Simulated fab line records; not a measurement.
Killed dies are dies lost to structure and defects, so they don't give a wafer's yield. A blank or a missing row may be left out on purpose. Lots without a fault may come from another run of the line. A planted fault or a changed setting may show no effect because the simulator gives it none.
Chamber matching    flow gf180mcu    4 sister chambers for GF_V3_CMP_26 on cmp-01
The step polishes, stops on SiO2, t overpolish 15 s, target thk 0 nm. 8 wafers are shown with their chamber, then 12 later ones without.

== EACH WAFER AND ITS CHAMBER ==
wafer   chamber  motor current A (A)  time to endpoint s (s)
L086.6  0        10.1                 90
L087.1  0        10.4                 84
L087.2  3        13.3                 90
L087.4  1        9.3                  88
L089.4  1        9.6                  91
L088.2  3        12.3                 98
L088.3  2        12.5                 88
L088.5  2        13.0                 92

== WAFERS MISSING THEIR CHAMBER ==
wafer   motor current A (A)  time to endpoint s (s)
L093.2  11.9                 90
L093.3  10.1                 92
L093.6  10.4                 93
L095.1  9.9                  90
L095.4  9.4                  92
L095.5  9.9                  86
L097.1  10.5                 88
L097.5  9.6                  84
L097.6  13.2                 84
L096.1  9.7                  87
L096.2  12.4                 94
L096.6  12.8                 94

== CHAMBER TAKEN BY EACH ==
wafer   from the rows above           in truth
L093.2  can't be placed: 2 or 3 or 0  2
L093.3  can't be placed: 0 or 1       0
L093.6  can't be placed: 0 or 1       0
L095.1  can't be placed: 1 or 0       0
L095.4  can't be placed: 1 or 0       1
L095.5  can't be placed: 0 or 1       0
L097.1  can't be placed: 0 or 1       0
L097.5  can't be placed: 1 or 0       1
L097.6  can't be placed: 2 or 3       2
L096.1  can't be placed: 1 or 0       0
L096.2  can't be placed: 3 or 2       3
L096.6  can't be placed: 3 or 2       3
0 of 12 placed correctly. From these rows, 12 cannot be placed; in 12 the true chamber is one of the candidates. Wrongly placed: 0.
How it was worked out, from the rows above alone: a wafer's distance from a chamber is the root of the sum, over the readings, of the square of ((its reading less the chamber's mean) divided by the reading's scatter). If the next closest chamber is less than 2 further off than the closest, the wafer can't be placed; otherwise it belongs to the closest. Each chamber's mean is taken over the wafers shown for it. The scatter: the root of (the sum of the squares of (reading less its chamber's mean) over the shown wafers, divided by (wafers less chambers)).
